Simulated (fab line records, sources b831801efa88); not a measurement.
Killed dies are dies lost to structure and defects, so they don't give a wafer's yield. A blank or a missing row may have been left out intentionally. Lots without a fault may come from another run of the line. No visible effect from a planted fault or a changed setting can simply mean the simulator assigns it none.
Which tool did it? :: flow sky130 :: 13 lots, 39 wafers sampled, at 4 steps of a route of 708

== WHAT THE GAUGES READ, wafer by wafer ==
SKY_CONTACT_RS_MEAS_25: a four-point-probe measurement. Usual: CONTACT_W_RS gives 0.337 ohm/sq (standard deviation 0.0033).
lot: L320
measured: day 31 19:59
on: film-metro-04
CONTACT_W_RS (ohm/sq): 0.337 0.335 0.336
flag: 

lot: L321
measured: day 32 00:19
on: film-metro-03
CONTACT_W_RS (ohm/sq): 0.337 0.340 0.344
flag: 

lot: L325
measured: day 32 21:55
on: film-metro-01
CONTACT_W_RS (ohm/sq): 0.336 0.339 0.341
flag: 

lot: L326
measured: day 33 06:41
on: film-metro-04
CONTACT_W_RS (ohm/sq): 0.344 0.347 0.342
flag: 

lot: L327
measured: day 34 03:09
on: film-metro-04
CONTACT_W_RS (ohm/sq): 0.338 0.341 0.336
flag: 

lot: L328
measured: day 34 03:32
on: film-metro-03
CONTACT_W_RS (ohm/sq): 0.338 0.338 0.332
flag: 

lot: L330
measured: day 34 14:07
on: film-metro-04
CONTACT_W_RS (ohm/sq): 0.340 0.339 0.338
flag: 

lot: L336
measured: day 36 15:52
on: film-metro-04
CONTACT_W_RS (ohm/sq): 0.336 0.332 0.338
flag: 

lot: L337
measured: day 37 02:03
on: film-metro-04
CONTACT_W_RS (ohm/sq): 0.335 0.340 0.335
flag: 

lot: L338
measured: day 37 03:02
on: film-metro-04
CONTACT_W_RS (ohm/sq): 0.341 0.335 0.338
flag: 

lot: L339
measured: day 37 11:59
on: film-metro-03
CONTACT_W_RS (ohm/sq): 0.343 0.342 0.333
flag: 

lot: L342
measured: day 38 09:35
on: film-metro-03
CONTACT_W_RS (ohm/sq): 0.335 0.334 0.331
flag: 

lot: L343
measured: day 39 00:43
on: film-metro-01
CONTACT_W_RS (ohm/sq): 0.333 0.337 0.336
flag: 

== WHICH TOOL RAN EACH LOT (tool, then ch and the chambers of the sampled wafers, then the start) ==
lot: L320
SKY_FIELD_ISO_WET_ETCH_30: wet-bench-01 ch 3, day 2 17:11
SKY_SD_N_RTA_14: rtp-anneal-01 ch 0, day 28 03:53
SKY_CONTACT_ETCH_16: rie-diel-03 ch 1,2,3, day 31 19:05

lot: L321
SKY_FIELD_ISO_WET_ETCH_30: wet-bench-01 ch 2, day 2 17:11
SKY_SD_N_RTA_14: rtp-anneal-02 ch 0, day 28 07:20
SKY_CONTACT_ETCH_16: rie-diel-01 ch 0,1,3, day 31 23:25

lot: L325
SKY_FIELD_ISO_WET_ETCH_30: wet-bench-03 ch 1, day 3 14:32
SKY_SD_N_RTA_14: rtp-anneal-02 ch 0, day 29 06:17
SKY_CONTACT_ETCH_16: rie-diel-03 ch 1,2,3, day 32 21:02

lot: L326
SKY_FIELD_ISO_WET_ETCH_30: wet-bench-02 ch 3, day 3 19:02
SKY_SD_N_RTA_14: rtp-anneal-01 ch 0, day 29 16:04
SKY_CONTACT_ETCH_16: rie-diel-01 ch 0,1,2, day 33 05:47

lot: L327
SKY_FIELD_ISO_WET_ETCH_30: wet-bench-03 ch 2, day 3 23:29
SKY_SD_N_RTA_14: rtp-anneal-02 ch 0, day 30 12:27
SKY_CONTACT_ETCH_16: rie-diel-01 ch 0,2, day 34 02:14

lot: L328
SKY_FIELD_ISO_WET_ETCH_30: wet-bench-03 ch 0, day 4 04:40
SKY_SD_N_RTA_14: rtp-anneal-01 ch 0, day 30 13:54
SKY_CONTACT_ETCH_16: rie-diel-03 ch 0,1,2, day 34 02:35

lot: L330
SKY_FIELD_ISO_WET_ETCH_30: wet-bench-02 ch 1, day 4 16:32
SKY_SD_N_RTA_14: rtp-anneal-01 ch 0, day 31 01:41
SKY_CONTACT_ETCH_16: rie-diel-01 ch 0,2,3, day 34 13:13

lot: L336
SKY_FIELD_ISO_WET_ETCH_30: wet-bench-02 ch 2, day 6 01:26
SKY_SD_N_RTA_14: rtp-anneal-01 ch 0, day 33 04:07
SKY_CONTACT_ETCH_16: rie-diel-03 ch 0,3, day 36 14:53

lot: L337
SKY_FIELD_ISO_WET_ETCH_30: wet-bench-02 ch 0, day 6 04:32
SKY_SD_N_RTA_14: rtp-anneal-02 ch 0, day 33 15:02
SKY_CONTACT_ETCH_16: rie-diel-02 ch 0,1,2, day 37 01:08

lot: L338
SKY_FIELD_ISO_WET_ETCH_30: wet-bench-01 ch 0, day 6 12:41
SKY_SD_N_RTA_14: rtp-anneal-01 ch 0, day 33 16:37
SKY_CONTACT_ETCH_16: rie-diel-02 ch 0,1,2, day 37 02:08

lot: L339
SKY_FIELD_ISO_WET_ETCH_30: wet-bench-01 ch 0, day 6 15:20
SKY_SD_N_RTA_14: rtp-anneal-02 ch 0, day 34 01:50
SKY_CONTACT_ETCH_16: rie-diel-02 ch 1,2, day 37 11:01

lot: L342
SKY_FIELD_ISO_WET_ETCH_30: wet-bench-01 ch 3, day 7 05:52
SKY_SD_N_RTA_14: rtp-anneal-01 ch 0, day 34 22:47
SKY_CONTACT_ETCH_16: rie-diel-02 ch 0,3, day 38 08:40

lot: L343
SKY_FIELD_ISO_WET_ETCH_30: wet-bench-03 ch 0, day 7 15:10
SKY_SD_N_RTA_14: rtp-anneal-02 ch 0, day 35 15:47
SKY_CONTACT_ETCH_16: rie-diel-01 ch 2,3, day 38 23:46
- SKY_FIELD_ISO_WET_ETCH_30: etches SiO2 in dHF, target depth 25 nm, time 50 s.
- SKY_SD_N_RTA_14: time 2 s.
- SKY_CONTACT_ETCH_16: etches BARC in N2/H2, stops on SiO2, time 45.9 s, target depth 60 nm.

== WHAT THE TOOLS THEMSELVES READ (means of the sampled wafers that have a number; where no wafer has one, the mark that the record gives instead) ==
SKY_FIELD_ISO_WET_ETCH_30. Usual: run-length-s reads 80 s (standard deviation 3.6).
lot: L320
tool: wet-bench-01
run-length-s (s): 83
flag: 

lot: L321
tool: wet-bench-01
run-length-s (s): 83
flag: 

lot: L325
tool: wet-bench-03
run-length-s (s): 78
flag: 

lot: L326
tool: wet-bench-02
run-length-s (s): 85
flag: 

lot: L327
tool: wet-bench-03
run-length-s (s): 76
flag: 

lot: L328
tool: wet-bench-03
run-length-s (s): 77
flag: 

lot: L330
tool: wet-bench-02
run-length-s (s): 75
flag: 

lot: L336
tool: wet-bench-02
run-length-s (s): 60
flag: OFF

lot: L337
tool: wet-bench-02
run-length-s (s): 62
flag: OFF

lot: L338
tool: wet-bench-01
run-length-s (s): 77
flag: 

lot: L339
tool: wet-bench-01
run-length-s (s): 83
flag: 

lot: L342
tool: wet-bench-01
run-length-s (s): 75
flag: 

lot: L343
tool: wet-bench-03
run-length-s (s): 76
flag: 

SKY_SD_N_RTA_14. Usual: lamp-power-pct 15.74 %, standard deviation 0.05; wafer_temp_C_max 1077.8, standard deviation 1.3.
lot: L320
tool: rtp-anneal-01
lamp-power-pct (%): 15.77
wafer_temp_C_max: 1078.8
flag: 

lot: L321
tool: rtp-anneal-02
lamp-power-pct (%): 15.76
wafer_temp_C_max: 1078.5
flag: 

lot: L325
tool: rtp-anneal-02
lamp-power-pct (%): 15.73
wafer_temp_C_max: 1078.7
flag: 

lot: L326
tool: rtp-anneal-01
lamp-power-pct (%): 15.79
wafer_temp_C_max: 1077.0
flag: 

lot: L327
tool: rtp-anneal-02
lamp-power-pct (%): 15.73
wafer_temp_C_max: 1078.2
flag: 

lot: L328
tool: rtp-anneal-01
lamp-power-pct (%): 15.73
wafer_temp_C_max: 1078.6
flag: 

lot: L330
tool: rtp-anneal-01
lamp-power-pct (%): 15.73
wafer_temp_C_max: 1078.2
flag: 

lot: L336
tool: rtp-anneal-01
lamp-power-pct (%): 15.78
wafer_temp_C_max: 1078.0
flag: 

lot: L337
tool: rtp-anneal-02
lamp-power-pct (%): 15.69
wafer_temp_C_max: 1078.4
flag: 

lot: L338
tool: rtp-anneal-01
lamp-power-pct (%): 15.72
wafer_temp_C_max: 1076.7
flag: 

lot: L339
tool: rtp-anneal-02
lamp-power-pct (%): 15.73
wafer_temp_C_max: 1077.6
flag: 

lot: L342
tool: rtp-anneal-01
lamp-power-pct (%): 15.80
wafer_temp_C_max: 1077.3
flag: 

lot: L343
tool: rtp-anneal-02
lamp-power-pct (%): 15.74
wafer_temp_C_max: 1077.6
flag: 

SKY_CONTACT_ETCH_16. Usual: drypump-motor-current-A 5.7 A, standard deviation 0.31; oes-product-au 0.854 a.u., standard deviation 0.0045; run-length-s 74.2 s, standard deviation 0.59; throttle-valve-pct 13.223 %, standard deviation 0.0084.
lot: L320
tool: rie-diel-03
drypump-motor-current-A (A): 5.7
oes-product-au (a.u.): 0.855
run-length-s (s): 74.3
throttle-valve-pct (%): 13.224
flag: 

lot: L321
tool: rie-diel-01
drypump-motor-current-A (A): 6.0
oes-product-au (a.u.): 0.856
run-length-s (s): 74.3
throttle-valve-pct (%): 13.214
flag: 

lot: L325
tool: rie-diel-03
drypump-motor-current-A (A): 5.7
oes-product-au (a.u.): 0.854
run-length-s (s): 74.3
throttle-valve-pct (%): 13.227
flag: 

lot: L326
tool: rie-diel-01
drypump-motor-current-A (A): 6.0
oes-product-au (a.u.): 0.851
run-length-s (s): 74.0
throttle-valve-pct (%): 13.228
flag: 

lot: L327
tool: rie-diel-01
drypump-motor-current-A (A): 6.2
oes-product-au (a.u.): 0.852
run-length-s (s): 74.1
throttle-valve-pct (%): 13.220
flag: 

lot: L328
tool: rie-diel-03
drypump-motor-current-A (A): 5.7
oes-product-au (a.u.): 0.852
run-length-s (s): 74.0
throttle-valve-pct (%): 13.227
flag: 

lot: L330
tool: rie-diel-01
drypump-motor-current-A (A): 6.1
oes-product-au (a.u.): 0.854
run-length-s (s): 74.7
throttle-valve-pct (%): 13.223
flag: 

lot: L336
tool: rie-diel-03
drypump-motor-current-A (A): 5.7
oes-product-au (a.u.): 0.853
run-length-s (s): 74.4
throttle-valve-pct (%): 13.224
flag: 

lot: L337
tool: rie-diel-02
drypump-motor-current-A (A): 5.7
oes-product-au (a.u.): 0.854
run-length-s (s): 74.1
throttle-valve-pct (%): 13.220
flag: 

lot: L338
tool: rie-diel-02
drypump-motor-current-A (A): 5.7
oes-product-au (a.u.): 0.852
run-length-s (s): 73.9
throttle-valve-pct (%): 13.231
flag: 

lot: L339
tool: rie-diel-02
drypump-motor-current-A (A): 5.7
oes-product-au (a.u.): 0.856
run-length-s (s): 74.2
throttle-valve-pct (%): 13.224
flag: 

lot: L342
tool: rie-diel-02
drypump-motor-current-A (A): 5.4
oes-product-au (a.u.): 0.856
run-length-s (s): 73.7
throttle-valve-pct (%): 13.222
flag: 

lot: L343
tool: rie-diel-01
drypump-motor-current-A (A): 6.0
oes-product-au (a.u.): 0.850
run-length-s (s): 74.3
throttle-valve-pct (%): 13.222
flag: 

== THE ANSWER, worked out from the rows above alone ==
Rule: lot off if the mean of its wafers having a number is beyond 3 standard deviations from the usual mean. Also off: a lot with no number at a reading for which 4 or more lots have one. The other lots that the step has rows for count as sound. Order of review: gauges by route order, followed by the tools' own readings, for which a lot's mean as printed above is used. At the first step where some lot is off, the reading lying furthest off is the one used; lots without a number count as furthest.
Off at SKY_FIELD_ISO_WET_ETCH_30 (run-length-s): L336, L337.
If a tool, at that step or one of the process steps before it, ran each lot that is off and ran no sound lot following the first of them, it fits. One fits: wet-bench-02 at SKY_FIELD_ISO_WET_ETCH_30. Its last sound lot is L330 (day 4 16:32), its first lot that is off L336 (day 6 01:26): a fault that began between those two fits.

== WHAT HAD BEEN PUT IN BY THE SIMULATOR ==
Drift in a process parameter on wet-bench-02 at SKY_FIELD_ISO_WET_ETCH_30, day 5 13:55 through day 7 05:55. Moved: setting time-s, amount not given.
Shown lots that were struck: L336, L337. Same finding as the rule above.
